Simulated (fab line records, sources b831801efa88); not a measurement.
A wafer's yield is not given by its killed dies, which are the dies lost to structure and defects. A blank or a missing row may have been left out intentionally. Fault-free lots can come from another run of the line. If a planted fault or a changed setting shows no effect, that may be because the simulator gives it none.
Chamber matching || flow gf180mcu || cmp-01 running GF_V3_CMP_04: 4 sister chambers
The step polishes SiO2. 4 wafers are shown with their chamber, then 7 later ones without.

== WAFERS PAIRED WITH THEIR CHAMBERS ==
{"wafer": "L617.2", "chamber": 1, "motor current A (A)": 12.1}
{"wafer": "L617.6", "chamber": 0, "motor current A (A)": 12.5}
{"wafer": "L621.1", "chamber": 3, "motor current A (A)": 11.1}
{"wafer": "L621.2", "chamber": 2, "motor current A (A)": 11.2}

== WAFERS WHOSE CHAMBER IS MISSING ==
{"wafer": "L621.4", "motor current A (A)": 12.6}
{"wafer": "L622.2", "motor current A (A)": 11.3}
{"wafer": "L622.3", "motor current A (A)": 10.8}
{"wafer": "L622.4", "motor current A (A)": 11.9}
{"wafer": "L626.1", "motor current A (A)": 12.8}
{"wafer": "L626.4", "motor current A (A)": 11.2}
{"wafer": "L626.6", "motor current A (A)": 12.6}

== WHICH CHAMBER EACH ONE RAN IN ==
{"wafer": "L621.4", "from the rows above": 0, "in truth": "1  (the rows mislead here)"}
{"wafer": "L622.2", "from the rows above": "can't be placed: 2 or 3", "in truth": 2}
{"wafer": "L622.3", "from the rows above": "can't be placed: 3 or 2", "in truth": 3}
{"wafer": "L622.4", "from the rows above": 1, "in truth": 1}
{"wafer": "L626.1", "from the rows above": 0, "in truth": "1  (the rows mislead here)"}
{"wafer": "L626.4", "from the rows above": "can't be placed: 2 or 3", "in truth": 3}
{"wafer": "L626.6", "from the rows above": 0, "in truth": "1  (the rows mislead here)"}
Correct placement for 1 of the 7. Not placeable from these rows: 3 (in 3, the candidates include the true chamber). Wrongly placed: 3.
How it was worked out, from the rows above alone: a wafer's distance from a chamber is the root of the sum, over the readings, of the square of ((its reading less the chamber's mean) divided by the reading's scatter). The wafer belongs to the nearest chamber; if the next one is less than 2 further off, it can't be placed. The mean given for a chamber averages the wafers shown for that chamber. The scatter: root of mean squared gap, hidden wafer to nearest shown wafer, with one shown wafer a chamber.
